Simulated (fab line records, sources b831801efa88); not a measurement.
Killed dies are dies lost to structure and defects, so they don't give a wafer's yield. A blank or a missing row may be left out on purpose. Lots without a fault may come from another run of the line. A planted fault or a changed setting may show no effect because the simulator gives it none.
Problem report in the 8D (eight disciplines) form, filled by code | flow gf180mcu | the parts of the form that need people (team, actions taken, sign-off) are left out

1. THE PROBLEM
cd_nm at GF_HV_LDD_CD_MEAS_19 reads a mean of 369.2 nm on 12 wafers of 4 lots; wafers without a fault read 403.6 nm with a standard deviation of 2.6. That is -13 standard deviations from the usual mean.
The step: target cd 400 nm.
First seen on wafer L446.2, day 16 04:11, on cd_sem-02. The record holds 39 wafers of 13 lots with a number at this step. Rule for "out", or "out of limits": more than 4 standard deviations from the usual mean. The other wafers with a number count as sound.

2. WHAT IT IS AND WHAT IT IS NOT
question                    | is                     | is not
which readings at this step | cd_nm                  | -
which lots                  | L446, L447, L448, L450 | L430, L431, L436, L437, L438, L439, L445, L449, L453
which wafers of those lots  | all that have a number | -
read on which gauges        | cd_sem-02              | cd_sem-01
when                        | from day 16 04:11      | up to then (21 sound wafers); but 6 sound wafers of L449, L453 came after

3. SUSPECTS, AND WHAT RULES EACH OUT
Counting: a tool at a process step up to the reading stays a suspect if it ran every lot that is out and no sound lot after the first of them.
- the gauge at GF_HV_LDD_CD_MEAS_19: ruled out. All the wafers that are out were read on cd_sem-02, but those of them that GF_HV_LDD_EXPOSE_16 has rows for are out there too, on other tools.
- iline_stepper-02 at GF_HV_LDD_EXPOSE_16 (exposes mask Pplus LV AREA, target cd 400 nm): kept. It ran every lot that is out, first L446 (day 15 17:56), and no sound lot after that; its last sound lot up to then is L439 (day 13 09:20). Its own readings are out on those wafers: exposure_dose_mJ_cm2.
Left after counting: iline_stepper-02 at GF_HV_LDD_EXPOSE_16.

4. THE CAUSE (what the simulator had put in)
Process parameter drift: iline_stepper-02, from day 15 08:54 on, at GF_HV_LDD_EXPOSE_16. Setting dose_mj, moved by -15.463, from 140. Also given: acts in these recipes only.
Counting left only this tool.

5. THE CHAIN OF EFFECTS, in route order
Each row: a reading whose mean over the struck wafers that have a number lies more than 3 standard deviations from the usual. Only readings for which the record gives a usual standard deviation are gone through. hours: the time from each lot's start at the first step in this table that gives one to its start at this step, as a median over the lots. sigmas: the change in usual standard deviations.
hours | step                 | reading              | usual    | on struck wafers | change | sigmas
0     | GF_HV_LDD_EXPOSE_16  | exposure_dose_mJ_cm2 | 140.02   | 124.59           | -15.43 | -99 or more
11    | GF_HV_LDD_CD_MEAS_19 | cd_nm                | 403.6 nm | 369.2            | -34.4  | -13
The process steps in it:
- GF_HV_LDD_EXPOSE_16: exposes mask Pplus LV AREA, target cd 400 nm.
Later measuring or inspecting steps at which every struck wafer that the step has a row for has a number for every such reading, and none has moved that far: GF_HV_LDD_OVL_MEAS_20.

6. WHAT WOULD HAVE CAUGHT IT SOONER
In this record the first reading out of limits at a measuring or inspecting step was taken at day 16 04:11, 19 hours after the fault began at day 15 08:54.
The tool's own readings at GF_HV_LDD_EXPOSE_16 were out on every struck wafer that the step has a row for (exposure_dose_mJ_cm2): an alarm limit on them would have fired on the first of those.
Of the lots that are out (4), L448, L450 began GF_HV_LDD_EXPOSE_16 on iline_stepper-02 after day 16 04:11. A hold on the tool at that time would have spared those 2.
